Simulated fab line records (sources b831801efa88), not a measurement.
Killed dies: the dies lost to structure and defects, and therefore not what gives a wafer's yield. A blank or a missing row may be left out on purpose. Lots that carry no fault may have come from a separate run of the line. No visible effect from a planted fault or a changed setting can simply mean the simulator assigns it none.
Chamber matching / flow sky130 / SKY_VIA3_ETCH_14 on rie diel-02 has 4 sister chambers
The step etches BARC in N2/H2, stops on SiO2, time 45.9 s, target depth 60 nm. 4 wafers are shown with their chamber, then 9 later ones without.

## EACH WAFER AND ITS CHAMBER
wafer=L082.2; chamber=0; throttle valve pct (%)=13.231
wafer=L082.6; chamber=2; throttle valve pct (%)=13.223
wafer=L087.3; chamber=1; throttle valve pct (%)=13.222
wafer=L087.5; chamber=3; throttle valve pct (%)=13.220

## WAFERS MISSING THEIR CHAMBER
wafer=L091.1; throttle valve pct (%)=13.227
wafer=L091.2; throttle valve pct (%)=13.223
wafer=L091.4; throttle valve pct (%)=13.233
wafer=L092.1; throttle valve pct (%)=13.223
wafer=L092.2; throttle valve pct (%)=13.213
wafer=L092.3; throttle valve pct (%)=13.229
wafer=L094.2; throttle valve pct (%)=13.239
wafer=L094.5; throttle valve pct (%)=13.217
wafer=L094.6; throttle valve pct (%)=13.220

## THE CHAMBER EACH PASSED THROUGH
wafer=L091.1; from the rows above=can't be placed: 0 or 2 or 1 or 3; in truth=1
wafer=L091.2; from the rows above=can't be placed: 2 or 1 or 3 or 0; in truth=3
wafer=L091.4; from the rows above=can't be placed: 0 or 2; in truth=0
wafer=L092.1; from the rows above=can't be placed: 2 or 1 or 3 or 0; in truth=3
wafer=L092.2; from the rows above=can't be placed: 3 or 1 or 2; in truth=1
wafer=L092.3; from the rows above=can't be placed: 0 or 2 or 1 or 3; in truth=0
wafer=L094.2; from the rows above=can't be placed: 0 or 2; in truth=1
wafer=L094.5; from the rows above=can't be placed: 3 or 1 or 2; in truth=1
wafer=L094.6; from the rows above=can't be placed: 3 or 1 or 2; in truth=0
Correctly placed: 0 of 9. Can't be placed from these rows: 9 (the true chamber is among the candidates in 7). Placed wrongly: 0.
How it was worked out, from the rows above alone: a wafer's distance from a chamber is the root of the sum, over the readings, of the square of ((its reading less the chamber's mean) divided by the reading's scatter). The wafer belongs to the nearest chamber; if the next one is less than 2 further off, it can't be placed. Each chamber's mean is taken over the wafers shown for it. The scatter (one wafer shown for each chamber): square how far every hidden wafer sits from the nearest shown wafer, average those squares and take the square root.
